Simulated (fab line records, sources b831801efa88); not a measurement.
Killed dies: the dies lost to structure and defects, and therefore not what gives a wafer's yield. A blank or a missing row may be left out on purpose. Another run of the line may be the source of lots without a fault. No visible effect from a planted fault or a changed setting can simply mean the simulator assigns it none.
Which tool is to blame? + flow sky130 + 33 wafers from 11 lots sampled at 5 of the route's 708 steps

## WHAT THE GAUGES SHOWED, per wafer
No reading from a measuring or inspecting step in the record can be judged against a usual standard deviation.

## EACH LOT AND THE TOOL THAT RAN IT (in order: tool; ch and the chambers of the sampled wafers; start)
| lot  | SKY_LDD_HVN_STRIP_09                 | SKY_POLY_CUT_ETCH_10               | SKY_RES_XHIGH_COAT_02             | SKY_RES_XHIGH_STRIP_08               | SKY_SD_N_STRIP_11                    |
|------|--------------------------------------|------------------------------------|-----------------------------------|--------------------------------------|--------------------------------------|
| L542 | plasma asher-02 ch 0,1, day 19 23:00 | rie diel-02 ch 0,1, day 23 21:58   | litho track-03 ch 0, day 25 17:44 | plasma asher-01 ch 0,1, day 26 10:19 | plasma asher-03 ch 0,1, day 27 16:43 |
| L545 | plasma asher-04 ch 0,1, day 21 00:15 | rie diel-04 ch 0,2,3, day 24 20:35 | litho track-03 ch 0, day 26 17:44 | plasma asher-03 ch 0,1, day 27 07:58 | plasma asher-03 ch 0,1, day 28 13:58 |
| L547 | plasma asher-02 ch 0,1, day 21 19:00 | rie diel-02 ch 0,1,2, day 25 16:20 | litho track-01 ch 0, day 27 14:13 | plasma asher-01 ch 0,1, day 28 04:42 | plasma asher-03 ch 0,1, day 29 10:39 |
| L550 | plasma asher-03 ch 0, day 23 06:37   | rie diel-04 ch 2,3, day 27 04:23   | litho track-01 ch 0, day 29 00:35 | plasma asher-03 ch 1, day 29 15:11   | plasma asher-02 ch 0,1, day 30 19:04 |
| L556 | plasma asher-04 ch 0,1, day 25 21:31 | rie diel-04 ch 0,1,3, day 29 17:46 | litho track-01 ch 0, day 31 11:47 | plasma asher-01 ch 0,1, day 32 01:08 | plasma asher-01 ch 0,1, day 33 06:35 |
| L559 | plasma asher-02 ch 0,1, day 26 03:21 | rie diel-04 ch 0,1,2, day 29 21:47 | litho track-03 ch 0, day 31 15:06 | plasma asher-04 ch 0,1, day 32 04:44 | plasma asher-02 ch 0,1, day 33 09:34 |
| L560 | plasma asher-03 ch 0,1, day 26 12:06 | rie diel-03 ch 0,1,2, day 30 07:32 | litho track-01 ch 0, day 32 00:19 | plasma asher-03 ch 0,1, day 32 15:04 | plasma asher-02 ch 0,1, day 33 19:40 |
| L561 | plasma asher-03 ch 0,1, day 26 19:54 | rie diel-03 ch 0,1,3, day 30 12:56 | litho track-01 ch 0, day 32 06:49 | plasma asher-04 ch 0,1, day 32 21:19 | plasma asher-01 ch 0,1, day 34 01:43 |
| L562 | plasma asher-02 ch 0,1, day 27 07:43 | rie diel-03 ch 0,2,3, day 31 00:43 | litho track-01 ch 0, day 32 18:28 | plasma asher-03 ch 0,1, day 33 08:37 | plasma asher-03 ch 0,1, day 34 12:17 |
| L563 | plasma asher-02 ch 0,1, day 27 17:13 | rie diel-02 ch 1,3, day 31 09:53   | litho track-01 ch 0, day 33 04:07 | plasma asher-04 ch 0,1, day 33 17:46 | plasma asher-01 ch 0,1, day 34 20:14 |
| L564 | plasma asher-04 ch 0,1, day 28 01:33 | rie diel-03 ch 0,3, day 31 16:34   | litho track-03 ch 0, day 33 10:26 | plasma asher-01 ch 0,1, day 34 00:50 | plasma asher-02 ch 0,1, day 35 02:52 |
- SKY_LDD_HVN_STRIP_09: strips in O2/N2.
- SKY_POLY_CUT_ETCH_10: etches BARC in N2/H2, stops on SiO2, time 45.9 s, target depth 60 nm.
- SKY_RES_XHIGH_COAT_02: resist thk 1140 nm.
- SKY_RES_XHIGH_STRIP_08: strips in O2/N2.
- SKY_SD_N_STRIP_11: strips in O2/N2.

## WHAT THE TOOLS THEMSELVES READ (means of the sampled wafers that have a number; where no wafer has one, the mark that the record gives instead)
SKY_LDD_HVN_STRIP_09. Usual: drypump motor current A 5.9 A, standard deviation 0.36; o2 flow sccm 3001 sccm, standard deviation 9.5; oes product au 0.409 a.u., standard deviation 0.0047; strip time to endpoint s 4.133 s, standard deviation 0.013.
| lot  | tool            | drypump motor current A (A) | o2 flow sccm (sccm) | oes product au (a.u.) | strip time to endpoint s (s) | flag |
|------|-----------------|-----------------------------|---------------------|-----------------------|------------------------------|------|
| L542 | plasma asher-02 | 5.7                         | 2992                | 0.410                 | 4.135                        |      |
| L545 | plasma asher-04 | 5.5                         | 3007                | 0.409                 | 4.139                        |      |
| L547 | plasma asher-02 | 5.7                         | 2993                | 0.408                 | 4.134                        |      |
| L550 | plasma asher-03 | 6.4                         | 3002                | 0.407                 | 4.137                        |      |
| L556 | plasma asher-04 | 5.6                         | 2994                | 0.411                 | 4.121                        |      |
| L559 | plasma asher-02 | 5.7                         | 3001                | 0.407                 | 4.137                        |      |
| L560 | plasma asher-03 | 6.1                         | 2989                | 0.411                 | 4.142                        |      |
| L561 | plasma asher-03 | 6.3                         | 2992                | 0.409                 | 4.110                        |      |
| L562 | plasma asher-02 | 5.7                         | 3004                | 0.411                 | 4.115                        |      |
| L563 | plasma asher-02 | 5.7                         | 3000                | 0.409                 | 4.157                        |      |
| L564 | plasma asher-04 | 5.5                         | 2996                | 0.408                 | 4.141                        |      |

SKY_POLY_CUT_ETCH_10. Usual: drypump motor current A 5.8 A, standard deviation 0.39; oes product au 0.855 a.u., standard deviation 0.0043; throttle valve pct 13.225 %, standard deviation 0.0087.
| lot  | tool        | drypump motor current A (A) | oes product au (a.u.) | throttle valve pct (%) | flag |
|------|-------------|-----------------------------|-----------------------|------------------------|------|
| L542 | rie diel-02 | 5.7                         | 0.851                 | 13.221                 |      |
| L545 | rie diel-04 | 6.0                         | 0.854                 | 13.217                 |      |
| L547 | rie diel-02 | 5.8                         | 0.856                 | 13.227                 |      |
| L550 | rie diel-04 | 5.9                         | 0.855                 | 13.227                 |      |
| L556 | rie diel-04 | 6.0                         | 0.853                 | 13.229                 |      |
| L559 | rie diel-04 | 6.1                         | 0.853                 | 13.224                 |      |
| L560 | rie diel-03 | 5.6                         | 0.853                 | 13.226                 |      |
| L561 | rie diel-03 | 5.5                         | 0.856                 | 13.217                 |      |
| L562 | rie diel-03 | 5.7                         | 0.857                 | 13.225                 |      |
| L563 | rie diel-02 | 6.0                         | 0.858                 | 13.226                 |      |
| L564 | rie diel-03 | 5.4                         | 0.857                 | 13.230                 |      |

SKY_RES_XHIGH_STRIP_08. Usual: drypump motor current A 6.1 A, standard deviation 0.35; o2 flow sccm 3000 sccm, standard deviation 9.2; oes product au 0.710 a.u., standard deviation 0.0046; strip time to endpoint s 14.29 s, standard deviation 0.038.
| lot  | tool            | drypump motor current A (A) | o2 flow sccm (sccm) | oes product au (a.u.) | strip time to endpoint s (s) | flag |
|------|-----------------|-----------------------------|---------------------|-----------------------|------------------------------|------|
| L542 | plasma asher-01 | 6.1                         | 3003                | 0.710                 | 14.27                        |      |
| L545 | plasma asher-03 | 6.1                         | 2998                | 0.714                 | 14.33                        |      |
| L547 | plasma asher-01 | 6.2                         | 3008                | 0.532                 | 7.22                         | OFF  |
| L550 | plasma asher-03 | 6.0                         | 3006                | 0.524                 | 7.20                         | OFF  |
| L556 | plasma asher-01 | 6.1                         | 3002                | 0.715                 | 14.35                        |      |
| L559 | plasma asher-04 | 5.6                         | 2998                | 0.709                 | 14.29                        |      |
| L560 | plasma asher-03 | 6.1                         | 2994                | 0.709                 | 14.29                        |      |
| L561 | plasma asher-04 | 5.5                         | 3004                | 0.703                 | 14.32                        |      |
| L562 | plasma asher-03 | 6.1                         | 3004                | 0.711                 | 14.29                        |      |
| L563 | plasma asher-04 | 5.6                         | 3002                | 0.708                 | 14.28                        |      |
| L564 | plasma asher-01 | 6.2                         | 3000                | 0.708                 | 14.29                        |      |

SKY_SD_N_STRIP_11. Usual: drypump motor current A 6.1 A, standard deviation 0.3; o2 flow sccm 2998 sccm, standard deviation 8.6; oes product au 0.527 a.u., standard deviation 0.0047; strip time to endpoint s 22.57 s, standard deviation 0.041.
| lot  | tool            | drypump motor current A (A) | o2 flow sccm (sccm) | oes product au (a.u.) | strip time to endpoint s (s) | flag |
|------|-----------------|-----------------------------|---------------------|-----------------------|------------------------------|------|
| L542 | plasma asher-03 | 6.3                         | 3004                | 0.525                 | 22.57                        |      |
| L545 | plasma asher-03 | 6.1                         | 3001                | 0.525                 | 22.60                        |      |
| L547 | plasma asher-03 | 6.1                         | 3000                | 0.524                 | 22.62                        |      |
| L550 | plasma asher-02 | 5.7                         | 2995                | 0.530                 | 22.65                        |      |
| L556 | plasma asher-01 | 6.1                         | 2989                | 0.527                 | 22.55                        |      |
| L559 | plasma asher-02 | 5.7                         | 2994                | 0.526                 | 22.54                        |      |
| L560 | plasma asher-02 | 5.7                         | 3007                | 0.525                 | 22.48                        |      |
| L561 | plasma asher-01 | 6.1                         | 2992                | 0.535                 | 22.55                        |      |
| L562 | plasma asher-03 | 6.3                         | 2990                | 0.531                 | 22.53                        |      |
| L563 | plasma asher-01 | 6.2                         | 2999                | 0.527                 | 22.58                        |      |
| L564 | plasma asher-02 | 5.7                         | 2993                | 0.524                 | 22.51                        |      |

## THE ANSWER, worked out from the rows above alone
Rule: a lot is off if the mean of its wafers that have a number lies more than 3 standard deviations from the usual mean. Also off: a lot with no number at a reading for which 4 or more lots have one. All remaining lots with rows at the step are treated as sound. Order of review: gauges by route order, followed by the tools' own readings, for which a lot's mean as printed above is used. The first step at which some lot is off is used, and at that step the reading that is off furthest; a lot without a number counts as furthest.
Off: L547, L550, at SKY_RES_XHIGH_STRIP_08 (strip time to endpoint s).
If a tool, at that step or one of the process steps before it, ran each lot that is off and ran no sound lot following the first of them, it fits. Not one of the candidates tried fits.

## WHAT HAD BEEN PUT IN BY THE SIMULATOR
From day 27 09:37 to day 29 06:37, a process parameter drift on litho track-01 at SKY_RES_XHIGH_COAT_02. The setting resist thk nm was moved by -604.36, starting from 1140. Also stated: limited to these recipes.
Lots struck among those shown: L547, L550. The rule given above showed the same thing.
